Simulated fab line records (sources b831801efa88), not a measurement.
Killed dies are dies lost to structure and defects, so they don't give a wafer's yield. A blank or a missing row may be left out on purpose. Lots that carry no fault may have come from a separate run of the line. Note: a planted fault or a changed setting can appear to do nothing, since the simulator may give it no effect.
Which tool did it? | flow gf180mcu | at 1 step of a route of 602, 6 lots with 18 wafers sampled

## WHAT THE GAUGES READ, wafer by wafer
GF_HV_LDD_CD_MEAS_07 targets a cd of 400 nm.
lot  | measured     | on        | cd_nm (nm)
L789 | day 10 15:43 | cd_sem-01 | 397.3 396.8 397.7
L791 | day 11 08:52 | cd_sem-02 | 399.0 398.9 402.6
L795 | day 12 10:37 | cd_sem-01 | 401.3 400.4 400.7
L798 | day 13 13:35 | cd_sem-01 | 399.3 400.0 398.3
L800 | day 13 23:11 | cd_sem-02 | 402.5 401.9 403.1
L809 | day 16 16:41 | cd_sem-02 | 399.4 398.8 398.9

## WHAT TOOL EACH LOT RAN ON (gives the tool, then ch and the chambers of the sampled wafers, and finally the start)
There is no process step in the record ahead of these readings.

## THE ANSWER, worked out from the rows above alone
Rule: what is usual is taken from the lots themselves. Put in order of their means at a reading, lots are off if they are a third of the lots or fewer, leave a main group of 4 or more, and stand apart from it by a gap of 3 or more times the standard deviation of the main group's means; of several such gaps the widest counts. If all means in a main group match to the digits the tables above print for the reading, that group is not used. Also off: a lot with no number at a reading for which 4 or more lots have one. The other lots that the step has rows for count as sound.
No lot is off at any reading shown: from this, nothing can be told.

## WHAT HAD BEEN PUT IN BY THE SIMULATOR
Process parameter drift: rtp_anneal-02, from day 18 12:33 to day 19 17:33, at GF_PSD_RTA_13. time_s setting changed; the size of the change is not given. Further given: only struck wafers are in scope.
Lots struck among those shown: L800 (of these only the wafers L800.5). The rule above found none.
